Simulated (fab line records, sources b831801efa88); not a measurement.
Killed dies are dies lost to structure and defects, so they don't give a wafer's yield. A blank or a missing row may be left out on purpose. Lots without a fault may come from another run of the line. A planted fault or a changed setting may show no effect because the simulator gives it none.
Split-lot experiment | flow sky130 | 5 lots, 23 wafers read, on a route of 708 steps

THE SPLIT
At SKY_LDD_HVN_IMPLANT_08, the setting dose_cm2 was moved away from the recipe's 3e+13 on 7 of the 23 wafers read, by -7.5% to +6.5%. The other wafers ran this setting at the recipe's value.

FROM THE SPLIT TO THE READING: what the file shows between them, 1 step
- SKY_LDD_HVN_STRIP_09: strips in O2/N2

THE READING
LDD_HVN_TW, at SKY_LDD_HVN_TW_MEAS_10. Fault-free wafers of this fab line usually give 1435, standard deviation 5.7.

wafer  | tool, chamber at the split | dose_cm2 as run | against the recipe | LDD_HVN_TW | against lot-mates on the recipe
L075.1 | implanter-02, 0            | 3e+13           | recipe             | 1426       | -
L075.2 | implanter-02, 0            | 2.775e+13       | -7.5%              | 1404       | -25
L075.3 | implanter-02, 0            | 3e+13           | recipe             | 1430       | -
L075.4 | implanter-02, 0            | 3e+13           | recipe             | 1432       | -
L075.6 | implanter-02, 0            | 2.775e+13       | -7.5%              | 1402       | -27
L078.1 | implanter-03, 0            | 2.874e+13       | -4.2%              | 1410       | -22
L078.3 | implanter-03, 0            | 2.874e+13       | -4.2%              | 1411       | -22
L078.4 | implanter-03, 0            | 3e+13           | recipe             | 1433       | -
L078.5 | implanter-03, 0            | 2.874e+13       | -4.2%              | 1405       | -28
L078.6 | implanter-03, 0            | 3e+13           | recipe             | 1432       | -
L079.1 | implanter-01, 0            | 3e+13           | recipe             | 1430       | -
L079.2 | implanter-01, 0            | 3e+13           | recipe             | 1438       | -
L079.3 | implanter-01, 0            | 3e+13           | recipe             | 1438       | -
L079.4 | implanter-01, 0            | 3e+13           | recipe             | 1434       | -
L079.5 | implanter-01, 0            | 3e+13           | recipe             | 1436       | -
L080.1 | implanter-02, 0            | 3e+13           | recipe             | 1440       | -
L080.4 | implanter-02, 0            | 3e+13           | recipe             | 1434       | -
L080.5 | implanter-02, 0            | 3e+13           | recipe             | 1438       | -
L081.1 | implanter-02, 0            | 3.196e+13       | +6.5%              | 1468       | +33
L081.2 | implanter-02, 0            | 3e+13           | recipe             | 1440       | -
L081.4 | implanter-02, 0            | 3e+13           | recipe             | 1424       | -
L081.5 | implanter-02, 0            | 3e+13           | recipe             | 1442       | -
L081.6 | implanter-02, 0            | 3.196e+13       | +6.5%              | 1468       | +33

THE FIT
A straight line over all 23 wafers: LDD_HVN_TW changes by +4.91 for each +1% of dose_cm2; r = +0.96; the points scatter about the line by 5.1.
The same after taking each lot's own level away (the mean of its wafers on the recipe; 23 wafers): +4.49 for each +1%; r = +0.95; scatter 4.9.
On that fit, the largest move of dose_cm2 shifts the reading by 34.
The lots' own levels span 1429.3 to 1437.3, that is 1.4 times the standard deviation above.
So the lot-to-lot level changes the slope little: the two slopes agree.
Check: with one of the wafers moved furthest among these (-7.5%) left out of the fit, the line predicts -35.9 for it against its lot-mates. It came out at -25.3 against them.

OTHER SPLITS ON THESE WAFERS
These wafers also went through other splits before the reading. Each is held against what the fit with the lots' levels taken away leaves over:
other split on the same wafers        | wafers away from the commonest value | r with LDD_HVN_TW (lot level and that fit taken away)
SKY_GATE_OXIDE_IMPLANT_11 dose_cm2    | 9                                    | +0.32
SKY_RES_PROTECT_COAT_02 resist_thk_nm | 9                                    | -0.41
SKY_POLY_GATE_COAT_08 resist_thk_nm   | 6                                    | +0.18
SKY_POLY_GATE_ETCH_17 time_s          | 6                                    | +0.11
SKY_LDD_N_COAT_02 spin_rpm            | 6                                    | +0.09
SKY_LDD_N_IMPLANT_10 energy_kev       | 10                                   | -0.16
SKY_LDD_P_EXPOSE_04 dose_mj           | 8                                    | -0.05
SKY_LDD_HVN_SOFTBAKE_03 temp_c        | 11                                   | -0.16

THE FILE'S OWN FIT
LDD_HVN_TW changes by +4.43 for each +1% of dose_cm2, r = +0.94.
